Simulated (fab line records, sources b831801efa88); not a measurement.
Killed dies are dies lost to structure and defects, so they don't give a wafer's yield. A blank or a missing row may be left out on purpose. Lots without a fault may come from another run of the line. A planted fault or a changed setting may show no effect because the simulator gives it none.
Problem report in the 8D (eight disciplines) form, filled by code | flow gf180mcu | the parts of the form that need people (team, actions taken, sign-off) are left out

1. THE PROBLEM
run_length_s at GF_SAB_WET_ETCH_12 reads a mean of 368 s on 6 wafers of 2 lots; wafers without a fault read 468 s with a standard deviation of 4.2. That is -24 standard deviations from the usual mean.
The step: etches SiO2 in dHF, target depth 22 nm, time 440 s.
First seen on wafer L705.2, day 17 07:50, on wet_bench-01. The record holds 18 wafers of 6 lots with a number at this step. Rule for "out", or "out of limits": more than 4 standard deviations from the usual mean. The other wafers with a number count as sound.

2. WHAT IT IS AND WHAT IT IS NOT
question                    | is                     | is not
which readings at this step | run_length_s           | bath_heat_duty_pct
which lots                  | L705, L707             | L708, L717, L719, L721
which wafers of those lots  | all that have a number | -
read on which tools         | wet_bench-01           | wet_bench-04
when                        | from day 17 07:50      | up to then (0 sound wafers); but 12 sound wafers of L708, L717, L719, L721 came after

3. SUSPECTS, AND WHAT RULES EACH OUT
Counting: a tool at a process step up to the reading stays a suspect if it ran every lot that is out and no sound lot after the first of them.
- pecvd-03 at GF_SAB_CVD_00 (deposits SiO2 from TEOS, target thk 50 nm, time 4.9302 s): ruled out as a lasting fault. Sound lots L719 ran on it after its first lot that is out, L705 (day 16 08:57).
- rie_diel-01 at GF_SAB_ETCH_11 (etches SiO2 in C4F8/O2/Ar, target depth 55 nm, time 8.5 s): ruled out as a lasting fault. Sound lots L708, L717, L719 ran on it after its first lot that is out, L705 (day 17 07:49).
- wet_bench-01 at GF_SAB_WET_ETCH_12 (etches SiO2 in dHF, target depth 22 nm, time 440 s): ruled out as a lasting fault. Sound lots L717, L719, L721 ran on it after its first lot that is out, L705 (day 17 07:50).
Left after counting: nothing in the record.

4. THE CAUSE (what the simulator had put in)
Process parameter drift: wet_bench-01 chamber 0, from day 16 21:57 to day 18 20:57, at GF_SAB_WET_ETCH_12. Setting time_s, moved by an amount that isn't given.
Counting ruled it out, wrongly.

5. THE CHAIN OF EFFECTS, in route order
Each row: a reading whose mean over the struck wafers that have a number lies more than 3 standard deviations from the usual. Only readings for which the record gives a usual standard deviation are gone through. hours: the time from each lot's start at the first step in this table that gives one to its start at this step, as a median over the lots. sigmas: the change in usual standard deviations.
hours | step               | reading      | usual | on struck wafers | change | sigmas
0     | GF_SAB_WET_ETCH_12 | run_length_s | 468 s | 368              | -100   | -24
The process steps in it:
- GF_SAB_WET_ETCH_12: etches SiO2 in dHF, target depth 22 nm, time 440 s.

6. WHAT WOULD HAVE CAUGHT IT SOONER
In this record the first reading out of limits was taken at day 17 07:50, 10 hours after the fault began at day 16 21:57.
